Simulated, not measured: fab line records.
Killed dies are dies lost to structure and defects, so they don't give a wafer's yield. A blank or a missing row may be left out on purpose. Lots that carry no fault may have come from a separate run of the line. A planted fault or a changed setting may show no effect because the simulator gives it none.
fab line records ; flow sky130 ; part 1 of 2: steps 1 to 27 of 37
record: lots: 5; wafers: 15; last_day: 50
route steps=708 shown METAL1@455 VIA1@458 METAL2@483
lots with no fault: from the same line, run without faults
start_h: start of the lot's first displayed wafer, in hours after the record's first day ; wait_h: how many hours have passed since the lot's step before this one ; " identical to the entry in the row above ; L1.1+2: one row covering several wafers at once ; - no value present, or no start provided ; * or withheld: withheld ; < > ~ a bound
route shown NAME@n: names a module that has steps shown in the file, with the first one's number in the route ; usual: average and standard deviation across the fault-free wafers ; same: alike in all rows ; chamber/n: place in a boat ; sites: the reading at each site ; _std_site: their standard deviation ; _edge_site: mean of outer sites minus mean of inner sites ; radius_mm: how far each site lies from the wafer's centre ; mask NAME#n: copy n ; behind: the tool/chamber that last shaped the wafer ; hold: why the lot was held/for how many hours/how that ended ; device: transistor that didn't switch, given as n, p or np ; end of line: the route-end tests of the same wafers ; a step given without rows: its recipe and nothing more ; killed: at the first sort, the dies lost to defects and structure; wafer yield is something else ; map: the dies of a wafer, with x for killed, . for not killed, _ for no die there
set.NAME: the run value of the setting; set.NAME@STEP: its run value at that earlier step ; model.NAME: the simulator's own value behind a step, which no gauge read
lots at selected steps of the route; one table per step, one row per wafer
services: from which hour (start_h, from the record's first day; less than 0 if before it) a tool's chamber was out of use, for how many hours, and why
== steps ==
step: SKY_METAL1_STRIP_21
recipe: chemistry: post_etch_residue_remover; time_s: 1200; temp_c: 72.5
usual: bath_heat_duty_pct: 14.5/1.9; temp_c: 72.50/0.14
same: time_s: 1200
lot.wafer;tool;chamber;start_h;wait_h;bath_heat_duty_pct;temp_c
L074.2;wet_bench-01;0;766.71;0.1;16.1;72.66
L074.4;wet_bench-01;0;766.71;0.1;16.5;72.89
L074.6;wet_bench-01;0;766.71;0.1;16.0;72.73
L078.1;wet_bench-01;1;789.51;0.1;15.3;72.38
L078.4;wet_bench-01;1;789.51;0.1;15.7;72.45
L078.5;wet_bench-01;1;789.51;0.1;15.4;72.38
L089.2;wet_bench-01;3;873.36;0.1;12.3;72.46
L089.4;wet_bench-01;3;873.36;0.1;11.8;72.30
L089.6;wet_bench-01;3;873.36;0.1;11.5;72.53
L096.1;wet_bench-01;1;924.81;0.1;15.9;72.54
L096.3;wet_bench-01;1;924.81;0.1;14.5;72.63
L096.4;wet_bench-01;1;924.81;0.1;15.3;72.76
L097.2;wet_bench-03;1;929.96;0.1;13.2;72.33
L097.3;wet_bench-03;1;929.96;0.1;11.3;72.96
L097.6;wet_bench-03;1;929.96;0.1;11.8;72.58
step: SKY_METAL1_CLEAN_22
recipe: chemistry: IPA; time_s: 180; temp_c: 25
usual: bath_heat_duty_pct: 6.3/0.93; temp_c: 25.01/0.1
same: time_s: 180
lot.wafer;tool;chamber;start_h;wait_h;bath_heat_duty_pct;temp_c
L074.2;wet_bench-04;2;767.08;0.0;7.9;25.10
L074.4;wet_bench-04;2;767.08;0.0;7.1;25.19
L074.6;wet_bench-04;2;767.08;0.0;7.2;25.00
L078.1;wet_bench-04;1;789.85;0.0;7.4;25.01
L078.4;wet_bench-04;1;789.85;0.0;6.1;24.98
L078.5;wet_bench-04;1;789.85;0.0;6.3;25.05
L089.2;wet_bench-03;1;873.70;0.0;5.3;24.95
L089.4;wet_bench-03;1;873.70;0.0;4.7;25.05
L089.6;wet_bench-03;1;873.70;0.0;4.5;25.07
L096.1;wet_bench-03;1;925.15;0.0;4.9;24.99
L096.3;wet_bench-03;1;925.15;0.0;5.2;24.93
L096.4;wet_bench-03;1;925.15;0.0;4.1;25.11
L097.2;wet_bench-04;2;930.64;0.0;7.4;25.01
L097.3;wet_bench-04;2;930.64;0.0;8.3;24.99
L097.6;wet_bench-04;2;930.64;0.0;7.4;25.12
step: SKY_METAL1_CLEAN_23
recipe: chemistry: O3/DIW; dry: n2_spin
lot.wafer;tool;chamber;start_h;wait_h
L074.2+4+6;wet_bench-03;2;767.14;0.0
L078.1+4+5;wet_bench-03;3;789.97;0.0
L089.2+4+6;wet_bench-04;3;873.76;0.0
L096.1+3+4;wet_bench-01;1;925.27;0.0
L097.2+3+6;wet_bench-01;1;930.70;0.0
step: SKY_VIA1_HDPCVD_00
recipe: material: SiO2; target_thk_nm: 1030; sigma_open_frac: 0.3; time_s: 171.7; temp_c: 400; sih4_flow_sccm: 60; pressure_mtorr: 6
same: time_s: 171.7
lot.wafer;tool;chamber;start_h;wait_h
L074.2+4+6;hdpcvd-02;1,2,1;767.24;0.0
L078.1+4+5;hdpcvd-02;1,2,0;790.06;0.0
L089.2+4+6;hdpcvd-01;2,2,1;873.86;0.0
L096.1+3+4;hdpcvd-01;1,2,2;925.36;0.0
L097.2+3+6;hdpcvd-01;1,2,0;930.79;0.0
step: SKY_VIA1_THK_MEAS_01
recipe: reads: SiO2_of_VIA1_HDPCVD_00
usual: VIA1_HDPCVD_THK: 1029/9.7
lot.wafer;tool;chamber;start_h;wait_h;VIA1_HDPCVD_THK[nm]
L074.2;film_metro-04;-;767.42;0.1;1031
L074.4;film_metro-04;-;767.42;0.1;1033
L074.6;film_metro-04;-;767.42;0.1;1025
L078.1;film_metro-02;-;790.17;0.1;1009
L078.4;film_metro-02;-;790.17;0.1;1024
L078.5;film_metro-02;-;790.17;0.1;1020
L089.2;film_metro-01;-;873.98;0.1;1023
L089.4;film_metro-01;-;873.98;0.1;1029
L089.6;film_metro-01;-;873.98;0.1;1030
L096.1;film_metro-01;-;925.47;0.1;1032
L096.3;film_metro-01;-;925.47;0.1;1043
L096.4;film_metro-01;-;925.47;0.1;1039
L097.2;film_metro-02;-;930.92;0.1;1032
L097.3;film_metro-02;-;930.92;0.1;1045
L097.6;film_metro-02;-;930.92;0.1;1042
step: SKY_VIA1_CMP_02
recipe: material: SiO2; down_force_psi: 4; platen_rpm: 60; pad_velocity_m_s: 0.94248
usual: motor_current_A: 12.5/1.9
lot.wafer;tool;chamber;start_h;wait_h;motor_current_A
L074.2;cmp-02;2;767.57;0.1;11.2
L074.4;cmp-02;3;767.57;0.1;10.7
L074.6;cmp-02;0;767.57;0.1;16.5
L078.1;cmp-01;1;790.23;0.1;12.5
L078.4;cmp-01;0;790.23;0.1;12.4
L078.5;cmp-01;1;790.23;0.1;12.6
L089.4;cmp-01;1;874.03;0.0;12.1
L089.2;cmp-01;0;874.03;0.0;12.6
L089.6;cmp-01;1;874.03;0.0;12.5
L096.4;cmp-01;2;925.53;0.0;11.0
L096.3;cmp-01;3;925.53;0.0;10.9
L096.1;cmp-01;1;925.53;0.0;12.8
L097.2;cmp-01;0;931.02;0.1;13.3
L097.3;cmp-01;1;931.02;0.1;12.5
L097.6;cmp-01;3;931.02;0.1;11.8
step: SKY_VIA1_BOW_MEAS_03
recipe: mode: bow
usual: VIA1_BOW: 80/7.9
lot.wafer;tool;chamber;start_h;wait_h;VIA1_BOW[um]
L074.2;film_metro-01;-;767.79;0.2;91
L074.4;film_metro-01;-;767.79;0.2;93
L074.6;film_metro-01;-;767.79;0.2;100
L078.1;film_metro-01;-;790.53;0.2;87
L078.4;film_metro-01;-;790.53;0.2;89
L078.5;film_metro-01;-;790.53;0.2;85
L089.2;film_metro-04;-;874.35;0.1;89
L089.4;film_metro-04;-;874.35;0.1;61
L089.6;film_metro-04;-;874.35;0.1;76
L096.1;film_metro-04;-;925.83;0.1;87
L096.3;film_metro-04;-;925.83;0.1;84
L096.4;film_metro-04;-;925.83;0.1;89
L097.2;film_metro-01;-;931.29;0.2;79
L097.3;film_metro-01;-;931.29;0.2;83
L097.6;film_metro-01;-;931.29;0.2;80
step: SKY_VIA1_DEHYDRATE_04
recipe: temp_c: 200; time_s: 60
usual: plate_temp_C: 199.97/0.16
same: time_s: 60
lot.wafer;tool;chamber;start_h;wait_h;plate_temp_C
L074.2;litho_track-03;0;780.70;12.9;199.96
L074.4;litho_track-03;0;780.70;12.9;200.05
L074.6;litho_track-03;0;780.70;12.9;200.40
L078.1;litho_track-03;0;802.82;12.3;200.21
L078.4;litho_track-03;0;802.82;12.3;200.20
L078.5;litho_track-03;0;802.82;12.3;200.31
L089.2;litho_track-03;0;887.30;12.9;200.16
L089.4;litho_track-03;0;887.30;12.9;200.03
L089.6;litho_track-03;0;887.30;12.9;199.94
L096.1;litho_track-01;0;937.52;11.7;199.93
L096.3;litho_track-01;0;937.52;11.7;200.01
L096.4;litho_track-01;0;937.52;11.7;199.82
L097.2;litho_track-04;0;942.74;11.4;200.10
L097.3;litho_track-04;0;942.74;11.4;199.89
L097.6;litho_track-04;0;942.74;11.4;199.96
step: SKY_VIA1_HMDS_05
recipe: prime_time_s: 60; prime_temp_c: 120
same: prime_time_s: 60
lot.wafer;tool;chamber;start_h;wait_h
L074.2+4+6;litho_track-03;0;780.85;0.1
L078.1+4+5;litho_track-03;0;802.97;0.1
L089.2+4+6;litho_track-03;0;887.45;0.1
L096.1+3+4;litho_track-01;0;937.67;0.1
L097.2+3+6;litho_track-04;0;942.89;0.1
step: SKY_VIA1_COAT_06
recipe: resist: BARC; temp_c: withheld; time_s: withheld; spin_rpm: 3000; resist_thk_nm: 60
lot.wafer;tool;chamber;start_h;wait_h
L074.2+4+6;litho_track-03;0;781.00;0.1
L078.1+4+5;litho_track-03;0;803.12;0.1
L089.2+4+6;litho_track-03;0;887.60;0.1
L096.1+3+4;litho_track-01;0;937.82;0.1
L097.2+3+6;litho_track-04;0;943.04;0.1
step: SKY_VIA1_COAT_07
recipe: resist: KrF-thick; spin_rpm: 3000; resist_thk_nm: 450
lot.wafer;tool;chamber;start_h;wait_h
L074.2+4+6;litho_track-03;0;-;-
L078.1+4+5;litho_track-03;0;-;-
L089.2+4+6;litho_track-03;0;-;-
L096.1+3+4;litho_track-01;0;-;-
L097.2+3+6;litho_track-04;0;-;-
step: SKY_VIA1_SOFTBAKE_08
recipe: temp_c: 100; time_s: 90; resist: KrF-thick
usual: plate_temp_C: 100.00/0.12
same: time_s: 90
lot.wafer;tool;chamber;start_h;wait_h;plate_temp_C
L074.2;litho_track-03;0;-;-;100.13
L074.4;litho_track-03;0;-;-;99.96
L074.6;litho_track-03;0;-;-;100.28
L078.1;litho_track-03;0;-;-;100.08
L078.4;litho_track-03;0;-;-;100.22
L078.5;litho_track-03;0;-;-;100.16
L089.2;litho_track-03;0;-;-;99.99
L089.4;litho_track-03;0;-;-;99.86
L089.6;litho_track-03;0;-;-;99.85
L096.1;litho_track-01;0;-;-;100.03
L096.3;litho_track-01;0;-;-;100.06
L096.4;litho_track-01;0;-;-;100.06
L097.2;litho_track-04;0;-;-;99.94
L097.3;litho_track-04;0;-;-;99.99
L097.6;litho_track-04;0;-;-;100.16
step: SKY_VIA1_EXPOSE_09
recipe: mask_id: VIM; na: 0.8; source_shape: annular; sigma_inner: 0.55; sigma_outer: 0.85; target_cd_nm: 150; dose_mj: 38
usual: focus_offset_nm: 0.0/0.53; reticle_temp_C: 23.02/0.12
same: sigma_outer: 0.85
lot.wafer;tool;chamber;start_h;wait_h;mask;focus_offset_nm;reticle_temp_C
L074.2;krf_scanner-02;0;-;-;VIM#0;0.7;23.18
L074.4;krf_scanner-02;0;-;-;VIM#0;0.4;23.13
L074.6;krf_scanner-02;0;-;-;VIM#0;-0.4;23.27
L078.1;krf_scanner-01;0;-;-;VIM#0;-1.1;23.20
L078.4;krf_scanner-01;0;-;-;VIM#0;0.3;23.04
L078.5;krf_scanner-01;0;-;-;VIM#0;-0.3;22.95
L089.2;krf_scanner-01;0;-;-;VIM#0;-0.3;23.21
L089.4;krf_scanner-01;0;-;-;VIM#0;0.3;23.19
L089.6;krf_scanner-01;0;-;-;VIM#0;-0.4;22.96
L096.1;krf_scanner-01;0;-;-;VIM#0;-0.4;22.99
L096.3;krf_scanner-01;0;-;-;VIM#0;0.8;22.99
L096.4;krf_scanner-01;0;-;-;VIM#0;0.0;23.02
L097.2;krf_scanner-01;0;-;-;VIM#0;-0.3;23.15
L097.3;krf_scanner-01;0;-;-;VIM#0;-0.1;23.09
L097.6;krf_scanner-01;0;-;-;VIM#0;-0.1;23.01
step: SKY_VIA1_PEB_10
recipe: peb_temp_c: withheld; peb_time_s: withheld; resist: KrF-thick
lot.wafer;tool;chamber;start_h;wait_h
L074.2+4+6;litho_track-01;0;-;-
L078.1+4+5;litho_track-04;0;-;-
L089.2+4+6;litho_track-01;0;-;-
L096.1+3+4;litho_track-03;0;-;-
L097.2+3+6;litho_track-01;0;-;-
step: SKY_VIA1_DEVELOP_11
recipe: develop_time_s: 60; resist: KrF-thick; dev_temp_c: 21
lot.wafer;tool;chamber;start_h;wait_h
L074.2+4+6;litho_track-01;0;-;-
L078.1+4+5;litho_track-04;0;-;-
L089.2+4+6;litho_track-01;0;-;-
L096.1+3+4;litho_track-03;0;-;-
L097.2+3+6;litho_track-01;0;-;-
step: SKY_VIA1_CD_MEAS_12
recipe: target_cd_nm: 150
usual: cd_nm: 150.1/1.9
lot.wafer;tool;chamber;start_h;wait_h;cd_nm
L074.2;cd_sem-01;-;794.14;-;150.4
L074.4;cd_sem-01;-;794.14;-;150.4
L074.6;cd_sem-01;-;794.14;-;151.3
L078.1;cd_sem-01;-;817.37;-;148.4
L078.4;cd_sem-01;-;817.37;-;150.2
L078.5;cd_sem-01;-;817.37;-;149.0
L089.2;cd_sem-01;-;900.74;-;150.3
L089.4;cd_sem-01;-;900.74;-;150.1
L089.6;cd_sem-01;-;900.74;-;150.5
L096.1;cd_sem-02;-;949.87;-;152.1
L096.3;cd_sem-02;-;949.87;-;150.8
L096.4;cd_sem-02;-;949.87;-;150.7
L097.2;cd_sem-02;-;954.99;-;149.0
L097.3;cd_sem-02;-;954.99;-;149.0
L097.6;cd_sem-02;-;954.99;-;149.4
step: SKY_VIA1_OVL_MEAS_13
usual: VIA1_OVL: -1/6.2
lot.wafer;tool;chamber;start_h;wait_h;VIA1_OVL[nm]
L074.2;overlay-02;-;794.25;0.1;-1
L074.4;overlay-02;-;794.25;0.1;0
L074.6;overlay-02;-;794.25;0.1;-6
L078.1;overlay-02;-;817.49;0.1;2
L078.4;overlay-02;-;817.49;0.1;-3
L078.5;overlay-02;-;817.49;0.1;1
L089.2;overlay-02;-;900.85;0.1;-1
L089.4;overlay-02;-;900.85;0.1;-3
L089.6;overlay-02;-;900.85;0.1;-5
L096.1;overlay-01;-;949.99;0.1;-5
L096.3;overlay-01;-;949.99;0.1;5
L096.4;overlay-01;-;949.99;0.1;-3
L097.2;overlay-01;-;955.10;0.1;-3
L097.3;overlay-01;-;955.10;0.1;-2
L097.6;overlay-01;-;955.10;0.1;-6
step: SKY_VIA1_ETCH_14
recipe: chemistry: N2/H2; target: BARC; ion_energy_ev: 200; source_w: 500; bias_w: 100; pressure_mtorr: 30; n2_flow_sccm: 100; h2_flow_sccm: 200; stop_on: SiO2; time_s: 45.9; target_depth_a: 600
usual: drypump_motor_current_A: 5.6/0.4; oes_product_au: 0.854/0.0049; throttle_valve_pct: 13.226/0.0082
same: time_s: 45.9
lot.wafer;tool;chamber;start_h;wait_h;drypump_motor_current_A;oes_product_au;rf_hours_counter_h;throttle_valve_pct
L074.2;rie_diel-03;2;794.28;0.0;5.2;0.861;22;13.236
L074.4;rie_diel-03;0;794.28;0.0;6.1;0.848;8;13.218
L074.6;rie_diel-03;2;794.28;0.0;5.2;0.847;-;13.210
L078.1;rie_diel-03;3;817.52;0.0;5.3;0.858;20;13.209
L078.4;rie_diel-03;1;817.52;0.0;5.8;0.845;-;13.215
L078.5;rie_diel-03;2;817.52;0.0;5.2;0.858;-;13.229
L089.2;rie_diel-03;2;900.88;0.0;5.2;0.845;25;13.220
L089.4;rie_diel-03;0;900.88;0.0;6.1;0.855;11;13.233
L089.6;rie_diel-03;0;900.88;0.0;6.1;0.861;-;13.233
L096.1;rie_diel-02;3;950.03;0.0;6.0;0.852;11;13.236
L096.3;rie_diel-02;1;950.03;0.0;5.8;0.851;19;13.226
L096.4;rie_diel-02;2;950.03;0.0;6.4;0.856;6;13.224
L097.2;rie_diel-01;0;955.13;0.0;5.4;0.854;16;13.230
L097.3;rie_diel-01;1;955.13;0.0;5.5;0.857;17;13.230
L097.6;rie_diel-01;0;955.13;0.0;5.4;0.850;-;13.226
step: SKY_VIA1_ETCH_15
recipe: target: SiO2; chemistry: C4F8/O2/Ar; target_depth_nm: 351; stop_on: TiN; mask_material: KrF-thick; source_w: 1500; bias_w: 1200; pressure_mtorr: 40; c4f8_flow_sccm: withheld; O2_flow_sccm: 6; Ar_flow_sccm: 300; time_s: 54
usual: oes_product_au: 0.981/0.0068
same: time_s: 54
lot.wafer;tool;chamber;start_h;wait_h;oes_product_au;rf_hours_counter_h
L074.2;rie_diel-03;2;794.32;0.0;0.978;22
L074.4;rie_diel-03;0;794.32;0.0;0.994;8
L074.6;rie_diel-03;2;794.32;0.0;0.980;-
L078.1;rie_diel-03;3;817.56;0.0;0.976;20
L078.4;rie_diel-03;1;817.56;0.0;0.977;-
L078.5;rie_diel-03;2;817.56;0.0;0.983;-
L089.2;rie_diel-03;2;900.92;0.0;0.970;25
L089.4;rie_diel-03;0;900.92;0.0;0.986;11
L089.6;rie_diel-03;0;900.92;0.0;0.984;-
L096.1;rie_diel-02;3;950.07;0.0;0.984;11
L096.3;rie_diel-02;1;950.07;0.0;0.984;19
L096.4;rie_diel-02;2;950.07;0.0;0.982;6
L097.2;rie_diel-01;0;955.17;0.0;0.969;16
L097.3;rie_diel-01;1;955.17;0.0;0.976;17
L097.6;rie_diel-01;0;955.17;0.0;0.976;-
step: SKY_VIA1_STRIP_16
recipe: chemistry: O2/N2; power_w: 1400; pressure_mtorr: 1500; platen_temp_c: withheld; o2_flow_sccm: 3000; n2_flow_sccm: 300; overash_fraction: 0.5
usual: drypump_motor_current_A: 6.1/0.53; oes_product_au: 0.416/0.0051; strip_time_to_endpoint_s: 4.459/0.027
same: overash_fraction: 0.5
lot.wafer;tool;chamber;start_h;wait_h;drypump_motor_current_A;oes_product_au;rf_hours_counter_h;strip_time_to_endpoint_s
L074.2;plasma_asher-03;0;794.37;0.0;6.6;0.424;5;4.465
L074.4;plasma_asher-03;0;794.37;0.0;6.6;0.419;-;4.423
L074.6;plasma_asher-03;1;794.37;0.0;6.3;0.415;-;4.457
L078.1;plasma_asher-01;1;817.61;0.0;6.4;0.420;36;4.494
L078.4;plasma_asher-01;0;817.61;0.0;5.0;0.412;-;4.513
L078.5;plasma_asher-01;1;817.61;0.0;6.4;0.413;-;4.473
L089.2;plasma_asher-01;0;900.97;0.0;5.0;0.413;42;4.456
L089.4;plasma_asher-01;0;900.97;0.0;5.0;0.412;-;4.442
L089.6;plasma_asher-01;1;900.97;0.0;6.4;0.413;-;4.422
L096.1;plasma_asher-02;0;950.12;0.0;6.2;0.405;111;4.448
L096.3;plasma_asher-02;1;950.12;0.0;6.0;0.424;-;4.463
L096.4;plasma_asher-02;0;950.12;0.0;6.2;0.425;-;4.452
L097.2;plasma_asher-01;1;955.22;0.0;6.4;0.419;48;4.462
L097.3;plasma_asher-01;0;955.22;0.0;4.9;0.416;-;4.461
L097.6;plasma_asher-01;1;955.22;0.0;6.4;0.415;-;4.478
step: SKY_VIA1_STRIP_17
recipe: chemistry: post_etch_residue_remover; time_s: 1200; temp_c: 72.5
usual: bath_heat_duty_pct: 14.4/1.9; temp_c: 72.50/0.12
same: time_s: 1200
lot.wafer;tool;chamber;start_h;wait_h;bath_heat_duty_pct;temp_c
L074.2;wet_bench-01;2;794.47;0.1;16.0;72.40
L074.4;wet_bench-01;2;794.47;0.1;14.6;72.43
L074.6;wet_bench-01;2;794.47;0.1;15.5;72.36
L078.1;wet_bench-01;1;817.71;0.1;16.3;72.51
L078.4;wet_bench-01;1;817.71;0.1;13.9;72.58
L078.5;wet_bench-01;1;817.71;0.1;15.1;72.69
L089.2;wet_bench-02;0;901.07;0.1;10.6;72.51
L089.4;wet_bench-02;0;901.07;0.1;11.3;72.66
L089.6;wet_bench-02;0;901.07;0.1;11.3;72.53
L096.1;wet_bench-02;1;950.22;0.1;13.1;72.61
L096.3;wet_bench-02;1;950.22;0.1;14.9;72.42
L096.4;wet_bench-02;1;950.22;0.1;14.3;72.56
L097.2;wet_bench-04;1;955.32;0.1;15.1;72.32
L097.3;wet_bench-04;1;955.32;0.1;13.9;72.16
L097.6;wet_bench-04;1;955.32;0.1;14.4;72.44
step: SKY_VIA1_CLEAN_18
recipe: chemistry: IPA; time_s: 180; temp_c: 25
usual: bath_heat_duty_pct: 6.1/0.98; temp_c: 24.98/0.12
same: time_s: 180
lot.wafer;tool;chamber;start_h;wait_h;bath_heat_duty_pct;temp_c
L074.2;wet_bench-04;0;794.81;0.0;6.8;25.18
L074.4;wet_bench-04;0;794.81;0.0;7.8;24.88
L074.6;wet_bench-04;0;794.81;0.0;6.7;25.04
L078.1;wet_bench-02;0;818.05;0.0;4.8;24.74
L078.4;wet_bench-02;0;818.05;0.0;5.3;24.81
L078.5;wet_bench-02;0;818.05;0.0;4.4;24.70
L089.2;wet_bench-04;3;901.47;0.0;6.2;24.86
L089.4;wet_bench-04;3;901.47;0.0;7.3;24.99
L089.6;wet_bench-04;3;901.47;0.0;6.7;25.05
L096.1;wet_bench-04;0;950.56;0.0;6.6;24.98
L096.3;wet_bench-04;0;950.56;0.0;7.2;25.05
L096.4;wet_bench-04;0;950.56;0.0;6.1;24.98
L097.2;wet_bench-02;3;955.66;0.0;6.3;25.10
L097.3;wet_bench-02;3;955.66;0.0;6.2;24.99
L097.6;wet_bench-02;3;955.66;0.0;6.2;25.12
step: SKY_VIA1_CLEAN_19
recipe: chemistry: O3/DIW; dry: n2_spin
lot.wafer;tool;chamber;start_h;wait_h
L074.2+4+6;wet_bench-02;1;794.87;0.0
L078.1+4+5;wet_bench-04;1;818.11;0.0
L089.2+4+6;wet_bench-02;3;901.53;0.0
L096.1+3+4;wet_bench-01;0;950.62;0.0
L097.2+3+6;wet_bench-01;3;955.73;0.0
step: SKY_VIA1_SPUTTER_20
recipe: material: TiN; target_thk_nm: 20; chamber_pressure_pa: 5; power_w: 4000; time_s: 80
usual: throttle_valve_pct: 29.8/0.84
same: time_s: 80
lot.wafer;tool;chamber;start_h;wait_h;throttle_valve_pct
L074.2;pvd_sputter-02;-;794.97;0.0;29.2
L074.4;pvd_sputter-02;-;794.97;0.0;28.8
L074.6;pvd_sputter-02;-;794.97;0.0;29.2
L078.1;pvd_sputter-04;-;818.20;0.0;31.3
L078.4;pvd_sputter-04;-;818.20;0.0;29.8
L078.5;pvd_sputter-04;-;818.20;0.0;30.4
L089.2;pvd_sputter-01;-;901.63;0.0;30.9
L089.4;pvd_sputter-01;-;901.63;0.0;31.0
L089.6;pvd_sputter-01;-;901.63;0.0;31.2
L096.1;pvd_sputter-04;-;950.71;0.0;31.1
L096.3;pvd_sputter-04;-;950.71;0.0;28.8
L096.4;pvd_sputter-04;-;950.71;0.0;29.4
L097.2;pvd_sputter-02;-;955.82;0.0;29.9
L097.3;pvd_sputter-02;-;955.82;0.0;29.2
L097.6;pvd_sputter-02;-;955.82;0.0;29.4
step: SKY_VIA1_CVD_21
recipe: material: W; target_thk_nm: 270; time_s: 80.902; temp_c: 400; pressure_torr: 40
usual: heater_power_w: 830/35
same: time_s: 80.902
lot.wafer;tool;chamber;start_h;wait_h;heater_power_w
L074.2;cvd_w-01;1;795.03;0.0;842
L074.4;cvd_w-01;0;795.03;0.0;806
L074.6;cvd_w-01;0;795.03;0.0;816
L078.1;cvd_w-01;1;818.26;0.0;825
L078.4;cvd_w-01;1;818.26;0.0;813
L078.5;cvd_w-01;0;818.26;0.0;800
L089.2;cvd_w-01;0;901.69;0.0;813
L089.4;cvd_w-01;0;901.69;0.0;817
L089.6;cvd_w-01;1;901.69;0.0;831
L096.1;cvd_w-02;1;950.77;0.0;807
L096.3;cvd_w-02;1;950.77;0.0;819
L096.4;cvd_w-02;0;950.77;0.0;905
L097.2;cvd_w-02;0;955.88;0.0;904
L097.3;cvd_w-02;0;955.88;0.0;883
L097.6;cvd_w-02;1;955.88;0.0;815
step: SKY_VIA1_RS_MEAS_22
recipe: thk_meas_gauge: four-point-probe; reads: W_of_VIA1_CVD_21+TiN_of_VIA1_SPUTTER_20
usual: VIA1_W_RS: 0.428/0.0065
lot.wafer;tool;chamber;start_h;wait_h;VIA1_W_RS[ohm/sq]
L074.2;film_metro-01;-;795.14;0.1;0.429
L074.4;film_metro-01;-;795.14;0.1;0.424
L074.6;film_metro-01;-;795.14;0.1;0.421
L078.1;film_metro-01;-;818.36;0.1;0.426
L078.4;film_metro-01;-;818.36;0.1;0.423
L078.5;film_metro-01;-;818.36;0.1;0.421
L089.2;film_metro-01;-;901.81;0.1;0.419
L089.4;film_metro-01;-;901.81;0.1;0.423
L089.6;film_metro-01;-;901.81;0.1;0.426
L096.1;film_metro-02;-;950.86;0.1;0.432
L096.3;film_metro-02;-;950.86;0.1;0.429
L096.4;film_metro-02;-;950.86;0.1;0.424
L097.2;film_metro-01;-;955.99;0.1;0.435
L097.3;film_metro-01;-;955.99;0.1;0.436
L097.6;film_metro-01;-;955.99;0.1;0.436
step: SKY_VIA1_THK_MEAS_23
recipe: thk_meas_gauge: xrf; reads: W_of_VIA1_CVD_21
usual: VIA1_W_THK: 269/4.5
lot.wafer;tool;chamber;start_h;wait_h;VIA1_W_THK[nm]
L074.2;film_metro-01;-;795.25;0.1;269
L074.4;film_metro-01;-;795.25;0.1;270
L074.6;film_metro-01;-;795.25;0.1;274
L078.1;film_metro-01;-;818.48;0.1;271
L078.4;film_metro-01;-;818.48;0.1;272
L078.5;film_metro-01;-;818.48;0.1;273
L089.2;film_metro-01;-;901.92;0.1;272
L089.4;film_metro-01;-;901.92;0.1;270
L089.6;film_metro-01;-;901.92;0.1;267
L096.1;film_metro-02;-;950.98;0.1;267
L096.3;film_metro-02;-;950.98;0.1;271
L096.4;film_metro-02;-;950.98;0.1;272
L097.2;film_metro-01;-;956.10;0.1;262
L097.3;film_metro-01;-;956.10;0.1;263
L097.6;film_metro-01;-;956.10;0.1;262
